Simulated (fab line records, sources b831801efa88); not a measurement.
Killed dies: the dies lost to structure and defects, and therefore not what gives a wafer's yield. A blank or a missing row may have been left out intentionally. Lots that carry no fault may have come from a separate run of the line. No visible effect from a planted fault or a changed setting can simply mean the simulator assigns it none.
Which tool did it? -- flow gf180mcu -- 18 wafers from 6 lots sampled at 2 of the route's 602 steps

== WHAT THE GAUGES READ, wafer by wafer ==
GF_STI_THK_MEAS_04.
lot,measured,on,STI_CVD_03_THK (nm)
L455,day 1 18:37,filmMetro-01,209.3 208.0 210.4
L460,day 3 01:07,filmMetro-01,206.8 207.3 205.2
L462,day 3 07:22,filmMetro-01,207.6 205.2 204.6
L465,day 3 21:07,filmMetro-01,207.0 206.9 206.6
L469,day 4 17:02,filmMetro-03,208.0 207.1 207.2
L471,day 5 02:37,filmMetro-01,206.7 204.1 205.5

== EACH LOT AND THE TOOL THAT RAN IT (in order: tool; ch and the chambers of the sampled wafers; start) ==
lot,GF_STI_CVD_03
L455,"lpcvd-01 ch 0, day 1 16:37"
L460,"lpcvd-02 ch 0, day 2 23:07"
L462,"lpcvd-01 ch 0, day 3 05:23"
L465,"lpcvd-02 ch 0, day 3 19:08"
L469,"lpcvd-01 ch 0, day 4 15:02"
L471,"lpcvd-01 ch 1, day 5 00:37"
- GF_STI_CVD_03: deposits Si3N4 from DCS/NH3, target thk 207.16 nm, time 3551 s.

== THE ANSWER, worked out from the rows above alone ==
Rule: what is usual is taken from the lots themselves. The widest of any qualifying gaps counts: lots, ordered by their means at a reading, are off when they make up no more than a third of the lots, leave a main group of 4 or more, and stand apart from it by 3 or more times the standard deviation of that group's means. Not used: any main group whose means are identical at the precision the tables above print for the reading. Also off: a lot with no number at a reading for which 4 or more lots have one. The other lots that the step has rows for count as sound.
No lot is off at any reading shown: from this, nothing can be told.

== WHAT THE SIMULATOR HAD INSERTED ==
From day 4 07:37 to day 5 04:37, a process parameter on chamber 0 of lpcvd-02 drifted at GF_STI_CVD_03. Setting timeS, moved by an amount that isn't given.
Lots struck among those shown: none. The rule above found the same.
